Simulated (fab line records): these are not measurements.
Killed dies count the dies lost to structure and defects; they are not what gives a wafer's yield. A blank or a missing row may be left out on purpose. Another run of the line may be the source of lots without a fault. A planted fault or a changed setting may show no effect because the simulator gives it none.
Split-lot study | flow sky130 | 5 lots, 23 wafers read, on a route of 708 steps

## ABOUT THE SPLIT
At SKY_SONOS_ONO_COAT_08 (resist thk 1140 nm), the setting spin-rpm was moved away from the recipe's 3000 rpm on 7 of the 23 wafers read, by -7.5% to +5.3%. For the rest of the wafers, this setting stayed at what the recipe calls for.

## FROM THE SPLIT TO THE READING: what the file shows between them, 4 steps
- SKY_SONOS_ONO_SOFTBAKE_09: time 60 s
- SKY_SONOS_ONO_EXPOSE_10: exposes mask ONOM, target cd 410 nm
- SKY_SONOS_ONO_PEB_11
- SKY_SONOS_ONO_DEVELOP_12: develop time 60 s

## THE READING
Shown in nm: cd-nm at SKY_SONOS_ONO_CD_MEAS_13, with target cd 410 nm. Fault-free wafers of this fab line usually give 410.2 nm, standard deviation 1.6 nm.

wafer  | tool, chamber at the split | spin-rpm as run, rpm | against the recipe | cd-nm, nm | against lot-mates on the recipe
L079.1 | litho-track-01, 0          | 3000                 | recipe             | 408.9     | -
L079.2 | litho-track-01, 0          | 3000                 | recipe             | 410.7     | -
L079.3 | litho-track-01, 0          | 3158                 | +5.3%              | 407.8     | -2.3
L079.4 | litho-track-01, 0          | 3158                 | +5.3%              | 405.9     | -4.2
L079.6 | litho-track-01, 0          | 3000                 | recipe             | 410.8     | -
L080.1 | litho-track-04, 0          | 2776                 | -7.5%              | 417.9     | +4.6
L080.2 | litho-track-04, 0          | 3000                 | recipe             | 411.9     | -
L080.4 | litho-track-04, 0          | 2776                 | -7.5%              | 417.3     | +4.1
L080.5 | litho-track-04, 0          | 2776                 | -7.5%              | 416.3     | +3.1
L080.6 | litho-track-04, 0          | 3000                 | recipe             | 414.6     | -
L081.1 | litho-track-02, 0          | 3000                 | recipe             | 406.8     | -
L081.2 | litho-track-02, 0          | 3000                 | recipe             | 408.8     | -
L081.3 | litho-track-02, 0          | 3000                 | recipe             | 407.7     | -
L084.2 | litho-track-02, 0          | 3159                 | +5.3%              | 407.1     | -3.3
L084.3 | litho-track-02, 0          | 3000                 | recipe             | 410.1     | -
L084.4 | litho-track-02, 0          | 3000                 | recipe             | 410.6     | -
L084.5 | litho-track-02, 0          | 3000                 | recipe             | 410.6     | -
L084.6 | litho-track-02, 0          | 3159                 | +5.3%              | 406.0     | -4.4
L085.1 | litho-track-01, 0          | 3000                 | recipe             | 413.3     | -
L085.2 | litho-track-01, 0          | 3000                 | recipe             | 411.2     | -
L085.3 | litho-track-01, 0          | 3000                 | recipe             | 411.1     | -
L085.5 | litho-track-01, 0          | 3000                 | recipe             | 410.4     | -
L085.6 | litho-track-01, 0          | 3000                 | recipe             | 411.5     | -

THE FIT
A straight line over all 23 wafers: cd-nm changes by -0.822 nm for each +1% of spin-rpm; r = -0.87; the points scatter about the line by 1.7 nm.
The same after taking each lot's own level away (the mean of its wafers on the recipe; 23 wafers): -0.587 nm for each +1%; r = -0.92; scatter 0.92 nm.
Per that fit: largest spin-rpm move, reading shift of 4.4 nm.
From 407.77 to 413.25 nm: that is the span of the lots' own levels, equal to 3.4 times the standard deviation above.
Thus the slope moves with the lot-to-lot level: the two fits are different.
Check: with one of the wafers moved furthest among these (-7.5%) left out of the fit, the line predicts +4.11 nm for it against its lot-mates. Against them it came out at +4.65 nm.

## ADDITIONAL SPLITS CARRIED BY THESE WAFERS
Note: prior to the reading, these wafers also went through further splits. Each is held against what the fit with the lots' levels taken away leaves over:
other split on the same wafers       | wafers away from the commonest value | r with cd-nm (lot level and that fit taken away)
SKY_VT_ADJUST_HVTR_EXPOSE_04 dose-mj | 9                                    | -0.02
SKY_SONOS_TUNNEL_SOFTBAKE_03 temp-c  | 9                                    | +0.23
SKY_SONOS_ONO_CVD_04 time-s          | 10                                   | +0.10

## THE WHOLE CHAIN: every reading that the file lists as answering this split, in the file's order
step                     | what it does       | reading                                                                              | change (the file's fit)               | r (the file's)
SKY_SONOS_ONO_COAT_08    | resist thk 1140 nm | NOVOLAK_of_SONOS_ONO_COAT_08.thk-nm (the simulator's own value, which no gauge read) | -5.87 nm for each +1% of the setting  | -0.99
SKY_SONOS_ONO_CD_MEAS_13 | target cd 410 nm   | cd-nm                                                                                | -0.603 nm for each +1% of the setting | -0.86
SKY_SONOS_ONO_STRIP_17   | strips in O2/N2    | strip-time-to-endpoint-s                                                             | withheld for each +1% of the setting  | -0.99

## THE FILE'S OWN FIT
cd-nm changes by -0.603 nm for each +1% of spin-rpm, r = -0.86.
